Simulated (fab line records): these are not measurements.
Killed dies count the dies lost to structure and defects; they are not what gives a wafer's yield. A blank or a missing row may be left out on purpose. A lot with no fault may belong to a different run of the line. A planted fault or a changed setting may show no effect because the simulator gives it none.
Which tool was responsible? | flow gf180mcu | 13 lots, 39 wafers sampled, at 5 steps of a route of 602

## WHAT THE GAUGES SHOWED, per wafer
GF_PSD_RS_MEAS_14: measurement is done with a four-point probe.
lot  | measured     | on            | NSD_RS (ohm/sq)
L653 | day 14 07:32 | film_metro-02 | 46.22 46.18 46.17
L655 | day 15 00:32 | film_metro-03 | 46.16 46.21 46.19
L657 | day 15 17:07 | film_metro-01 | 46.14 46.15 46.16
L656 | day 15 18:28 | film_metro-03 | 46.19 46.14 46.06
L658 | day 16 02:25 | film_metro-01 | 46.10 46.24 46.19
L659 | day 16 15:29 | film_metro-02 | 46.10 46.13 46.13
L660 | day 17 01:20 | film_metro-02 | 46.03 46.02 46.02
L663 | day 17 23:38 | film_metro-03 | 46.16 46.05 46.10
L667 | day 19 00:46 | film_metro-03 | 46.01 46.21 46.04
L668 | day 19 09:28 | film_metro-01 | 46.48 46.39 46.41
L674 | day 21 08:43 | film_metro-03 | 46.10 46.08 46.09
L675 | day 21 18:19 | film_metro-03 | 46.11 46.09 45.99
L676 | day 22 06:10 | film_metro-01 | 46.05 46.21 46.05

GF_M1_OVL_MEAS_15.
lot  | measured     | on         | M1_OVL (nm)
L653 | day 17 04:41 | overlay-01 | -1 -1 -7
L655 | day 17 22:42 | overlay-01 | -4 -8 3
L657 | day 18 17:20 | overlay-01 | 0 2 -4
L656 | day 18 19:35 | overlay-02 | 3 4 4
L658 | day 19 04:20 | overlay-02 | 7 -4 9
L659 | day 19 17:14 | overlay-02 | 2 -1 2
L660 | day 20 03:50 | overlay-01 | -4 -1 -5
L663 | day 21 02:17 | overlay-01 | 2 -2 0
L667 | day 22 03:50 | overlay-02 | 2 0 -5
L668 | day 22 10:59 | overlay-01 | -2 -7 -3
L674 | day 24 08:30 | overlay-01 | 3 -2 1
L675 | day 24 16:29 | overlay-02 | 5 -2 -2
L676 | day 25 04:23 | overlay-02 | 3 1 1

GF_M2_THK_MEAS_06: measures by xrf.
lot  | measured     | on            | M2_ALCU_THK (nm)
L653 | day 18 06:47 | film_metro-04 | 448 452 451
L655 | day 19 01:05 | film_metro-04 | 436 444 451
L657 | day 19 20:19 | film_metro-03 | 452 445 446
L656 | day 19 23:01 | film_metro-03 | 447 447 447
L658 | day 20 07:25 | film_metro-02 | 442 443 444
L659 | day 20 20:49 | film_metro-03 | 444 455 454
L660 | day 21 06:59 | film_metro-02 | 439 449 431
L663 | day 22 05:02 | film_metro-02 | 454 459 441
L667 | day 23 05:46 | film_metro-04 | 438 443 452
L668 | day 23 13:12 | film_metro-04 | 438 429 430
L674 | day 25 09:38 | film_metro-02 | 454 443 450
L675 | day 25 17:05 | film_metro-02 | 450 432 434
L676 | day 26 05:09 | film_metro-04 | 441 437 457

## WHAT TOOL EACH LOT RAN ON (gives the tool, then ch and the chambers of the sampled wafers, and finally the start)
lot  | GF_NSD_IMPLANT_10               | GF_M2_SPUTTER_00
L653 | implanter-04 ch 0, day 13 10:09 | pvd_sputter-03, day 18 06:26
L655 | implanter-04 ch 0, day 14 03:00 | pvd_sputter-01, day 19 00:44
L657 | implanter-01 ch 0, day 14 18:43 | pvd_sputter-02, day 19 19:59
L656 | implanter-03 ch 0, day 14 20:08 | pvd_sputter-03, day 19 22:41
L658 | implanter-03 ch 0, day 15 04:00 | pvd_sputter-03, day 20 07:04
L659 | implanter-01 ch 0, day 15 16:00 | pvd_sputter-03, day 20 20:28
L660 | implanter-04 ch 0, day 16 02:08 | pvd_sputter-03, day 21 06:38
L663 | implanter-01 ch 0, day 16 23:44 | pvd_sputter-02, day 22 04:42
L667 | implanter-03 ch 0, day 18 00:35 | pvd_sputter-01, day 23 05:25
L668 | implanter-01 ch 0, day 18 08:34 | pvd_sputter-03, day 23 12:52
L674 | implanter-04 ch 0, day 20 08:40 | pvd_sputter-02, day 25 09:16
L675 | implanter-04 ch 0, day 20 18:34 | pvd_sputter-03, day 25 16:44
L676 | implanter-04 ch 0, day 21 06:04 | pvd_sputter-03, day 26 04:49
- GF_NSD_IMPLANT_10
- GF_M2_SPUTTER_00: material Ti, target thk 37.5 nm, time 150 s.

## AS READ BY THE TOOLS THEMSELVES (means over the sampled wafers that have a number; for cases with no such wafer, the mark the record gives instead)
GF_M2_SPUTTER_00.
lot  | tool           | throttle_valve_pct (%)
L653 | pvd_sputter-03 | 29.1
L655 | pvd_sputter-01 | 30.3
L657 | pvd_sputter-02 | 29.7
L656 | pvd_sputter-03 | 29.5
L658 | pvd_sputter-03 | 29.5
L659 | pvd_sputter-03 | 29.5
L660 | pvd_sputter-03 | 29.4
L663 | pvd_sputter-02 | 28.5
L667 | pvd_sputter-01 | 30.3
L668 | pvd_sputter-03 | 29.7
L674 | pvd_sputter-02 | 29.3
L675 | pvd_sputter-03 | 29.8
L676 | pvd_sputter-03 | 29.8

## THE ANSWER, worked out from the rows above alone
Rule: usual is defined by the lots themselves. The widest of any qualifying gaps counts: lots, ordered by their means at a reading, are off when they make up no more than a third of the lots, leave a main group of 4 or more, and stand apart from it by 3 or more times the standard deviation of that group's means. A main group whose means are all the same, to the digits that the tables above print for the reading, isn't used. A lot without any number at a reading at which 4 lots or more have one is off too. Any other lot the step has rows for is counted as sound. After the gauges, taken in route order, come the tools' own readings; for these a lot's mean is taken, as printed above. The first step at which some lot is off is used, and at that step the reading that is off furthest; a lot without a number counts as furthest.
Off: at GF_PSD_RS_MEAS_14 (NSD_RS), L668. For the main group the mean is 46.12 ohm/sq and the standard deviation 0.049.
If a tool, at a process step before that reading, ran all the lots that are off and no sound lot after the first of them, it fits. Gauges at GF_PSD_RS_MEAS_14: tried the same way as those tools. One fits: GF_NSD_IMPLANT_10 on implanter-01. Its last sound lot is L663 (day 16 23:44), its first lot that is off L668 (day 18 08:34): a fault that began between those two fits.

## WHAT WAS PUT IN BY THE SIMULATOR
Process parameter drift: implanter-01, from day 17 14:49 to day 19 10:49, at GF_NSD_IMPLANT_10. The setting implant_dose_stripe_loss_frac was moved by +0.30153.
Struck lots among those shown: L668. The rule above reached the same finding.
